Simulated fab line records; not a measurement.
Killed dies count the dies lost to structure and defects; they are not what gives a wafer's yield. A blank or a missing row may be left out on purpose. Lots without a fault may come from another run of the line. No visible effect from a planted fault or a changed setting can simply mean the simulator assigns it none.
Chamber matching | flow gf180mcu | cmp-02 running GF_STI_CMP_25: 4 sister chambers
The step polishes, stops on Si3N4, t overpolish 33 s, target thk 524.6 nm. 8 wafers are shown with their chamber, then 7 later ones without.

== WAFERS, EACH WITH ITS CHAMBER ==
wafer  | chamber | motorCurrentA (A) | headPressurePsi (psi)
L775.4 | 0       | 11.3              | 3.988
L777.6 | 2       | 12.7              | 4.006
L786.4 | 2       | 12.2              | 4.007
L786.5 | 0       | 11.2              | 3.994
L787.2 | 1       | 12.8              | 3.986
L787.5 | 3       | 13.1              | 3.992
L789.2 | 3       | 12.4              | 3.999
L789.4 | 1       | 12.4              | 4.001

== WAFERS WITHOUT THEIR CHAMBER ==
wafer  | motorCurrentA (A) | headPressurePsi (psi)
L789.5 | 12.4              | 4.005
L791.2 | 12.3              | 3.994
L791.5 | 12.3              | 3.984
L791.6 | 10.9              | 3.992
L797.2 | 12.7              | 4.002
L797.3 | 13.0              | 3.992
L797.5 | 12.4              | 4.007

== WHICH CHAMBER EACH ONE RAN IN ==
wafer  | from the rows above               | in truth
L789.5 | can't be placed: 2 or 3 or 1      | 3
L791.2 | can't be placed: 1 or 3 or 2      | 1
L791.5 | can't be placed: 1 or 3 or 0 or 2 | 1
L791.6 | 0                                 | 0
L797.2 | can't be placed: 2 or 3 or 1      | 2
L797.3 | can't be placed: 3 or 1 or 2      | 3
L797.5 | can't be placed: 2 or 3           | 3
Correctly placed: 1 of 7. Cannot be placed on the basis of these rows: 6; the candidates contain the true chamber in 6. Placed wrongly: 0.
How it was worked out, from the rows above alone: a wafer's distance from a chamber is the root of the sum, over the readings, of the square of ((its reading less the chamber's mean) divided by the reading's scatter). If the next closest chamber is less than 2 further off than the closest, the wafer can't be placed; otherwise it belongs to the closest. Each chamber's mean is taken over the wafers shown for it. How the scatter is found: for the shown wafers, subtract from each reading the mean of its chamber, square and add these, divide the total by (wafers less chambers), then take the root.
